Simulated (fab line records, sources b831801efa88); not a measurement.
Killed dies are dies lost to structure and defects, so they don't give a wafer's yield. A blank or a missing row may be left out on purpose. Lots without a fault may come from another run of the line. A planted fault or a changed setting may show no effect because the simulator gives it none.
A struck lot beside a sound one | flow sky130 | 23 steps out of a route of 708
Sound: wafers L186.4, L186.5, L186.6. Struck: wafer L196.3. (L196.6 of the same lot was not struck and is left out.) The cause comes at the end.
At each step with rows: each side's tool, then ch and its chambers, then its first start. Under that, the readings that differ: sound wafers | struck wafers | difference of the means | sigmas: that difference in standard deviations of wafers without a fault.
alike: readings whose means differ by less than 2 such deviations, and words and numbers that are the same on both sides. not compared: withheld readings, readings that some wafer has no value for, bounds like >300 that may hide the same value, and numbers for which the record gives no deviation and whose values overlap.
The two part at a step that has a row with sigmas, a row that says differs or no value, or rows on one side only. Numbers that don't overlap but have no deviation are shown without sigmas and don't part them. A reading that every wafer of one side lacks parts them only if that side has two wafers or more.

first, 1 step without rows for these wafers: SKY_LI_CONTACT_PRE_CLEAN_18 (time 5.6 s).
SKY_LI_CONTACT_SPUTTER_19: material Ti, target thk 20 nm, time 106.37 s.
  sound on pvd_sputter-04, day 30 10:35; struck on pvd_sputter-03, day 33 18:23
  alike: throttle_valve_pct
SKY_LI_CONTACT_SPUTTER_20: material TiN, target thk 20 nm, time 80 s.
  sound on pvd_sputter-04, day 30 10:40; struck on pvd_sputter-03, day 33 18:27
  alike: throttle_valve_pct
then, 1 step without rows for these wafers: SKY_LI_CONTACT_CVD_21 (deposits W, target thk 400 nm, time 120.56 s).
SKY_LI_CONTACT_RS_MEAS_22: measures by four-point-probe.
  sound on film_metro-02, day 30 10:55; struck on film_metro-03, day 33 18:41
  alike: LI_CONTACT_W_RS
SKY_LI_CONTACT_THK_MEAS_23: measures by xrf.
  sound on film_metro-02, day 30 11:00; struck on film_metro-03, day 33 18:47
  alike: LI_CONTACT_W_THK
SKY_LI_CONTACT_CMP_24: polishes, stops on PSG, t overpolish 20 s, target thk 0 nm.
  sound on cmp-02 ch 0,3, day 30 11:05; struck on cmp-01 ch 2, day 33 18:49
  reading                | sound      | struck | difference | sigmas
  time_to_endpoint_s (s) | 100 92 100 | 105    | +8         | +2
  alike: edge_zone_pressure_frac, motor_current_A, overpolish_run_s
SKY_LOCAL_INTERCONNECT_SPUTTER_00: material TiN, target thk 100 nm, time 83.3 s.
  sound on pvd_sputter-01, day 30 11:20; struck on pvd_sputter-04, day 33 19:07
  alike: susceptor_temp_C, throttle_valve_pct
SKY_LOCAL_INTERCONNECT_RS_MEAS_01: measures by four-point-probe.
  sound on film_metro-01, day 30 11:27; struck on film_metro-02, day 33 19:13
  alike: LOCAL_INTERCONNECT_TIN_RS
SKY_LOCAL_INTERCONNECT_THK_MEAS_02: measures by xrf.
  sound on film_metro-01, day 30 11:32; struck on film_metro-02, day 33 19:19
  alike: LOCAL_INTERCONNECT_TIN_THK
then, 2 steps without rows for these wafers: SKY_LOCAL_INTERCONNECT_DEHYDRATE_03 (time 60 s); SKY_LOCAL_INTERCONNECT_HMDS_04 (prime time 60 s).
SKY_LOCAL_INTERCONNECT_COAT_05: resist thk 60 nm.
  sound on litho_track-04 ch 0, day 31 00:38; struck on litho_track-02 ch 0, day 34 08:04
  not compared: resist_line_temp_C
then, 5 steps without rows for these wafers: SKY_LOCAL_INTERCONNECT_COAT_06 (resist thk 450 nm); SKY_LOCAL_INTERCONNECT_SOFTBAKE_07 (time 90 s); SKY_LOCAL_INTERCONNECT_EXPOSE_08 (exposes mask LI1M, target cd 170 nm); SKY_LOCAL_INTERCONNECT_PEB_09; SKY_LOCAL_INTERCONNECT_DEVELOP_10 (develop time 60 s).
SKY_LOCAL_INTERCONNECT_CD_MEAS_11: target cd 170 nm.
  sound on cd_sem-02, day 31 14:56; struck on cd_sem-01, day 34 21:49
  alike: cd_nm
SKY_LOCAL_INTERCONNECT_OVL_MEAS_12:
  sound on overlay-02, day 31 15:01; struck on overlay-02, day 34 21:54
  alike: LOCAL_INTERCONNECT_OVL
SKY_LOCAL_INTERCONNECT_ETCH_13: etches BARC in N2/H2, stops on SiO2, time 45.9 s, target depth 60 nm.
  sound on rie_metal-02 ch 0,1, day 31 15:03; struck on rie_metal-03 ch 1, day 34 21:56
  reading                  | sound             | struck | difference | sigmas
  oes_product_au (a.u.)    | 0.861 0.852 0.850 | 0.879  | +0.025     | +5
  model.etch.depth_nm (nm) | 60.3 60.22 59.93  | 64.22  | +4.07      |
  alike: drypump_motor_current_A, he_backside_leak_sccm, throttle_valve_pct
  not compared: rf_hours_counter_h
SKY_LOCAL_INTERCONNECT_METAL_ETCH_14: etches TiN in Cl2/BCl3, stops on PSG, target depth 110 nm, time 31.4 s.
  sound on rie_metal-02 ch 0,1, day 31 15:06; struck on rie_metal-03 ch 1, day 34 22:00
  reading                | sound                | struck | difference | sigmas
  throttle_valve_pct (%) | 21.910 21.907 21.911 | 21.886 | -0.023     | -3
  alike: drypump_motor_current_A, he_backside_leak_sccm, oes_product_au
  not compared: rf_hours_counter_h
then, 1 step without rows for these wafers: SKY_PAD_OPEN_PROBE_99.

WHERE THEY PART
First at SKY_LI_CONTACT_CMP_24; last, within this record, at SKY_LOCAL_INTERCONNECT_METAL_ETCH_14.

WHY: what the simulator had put in
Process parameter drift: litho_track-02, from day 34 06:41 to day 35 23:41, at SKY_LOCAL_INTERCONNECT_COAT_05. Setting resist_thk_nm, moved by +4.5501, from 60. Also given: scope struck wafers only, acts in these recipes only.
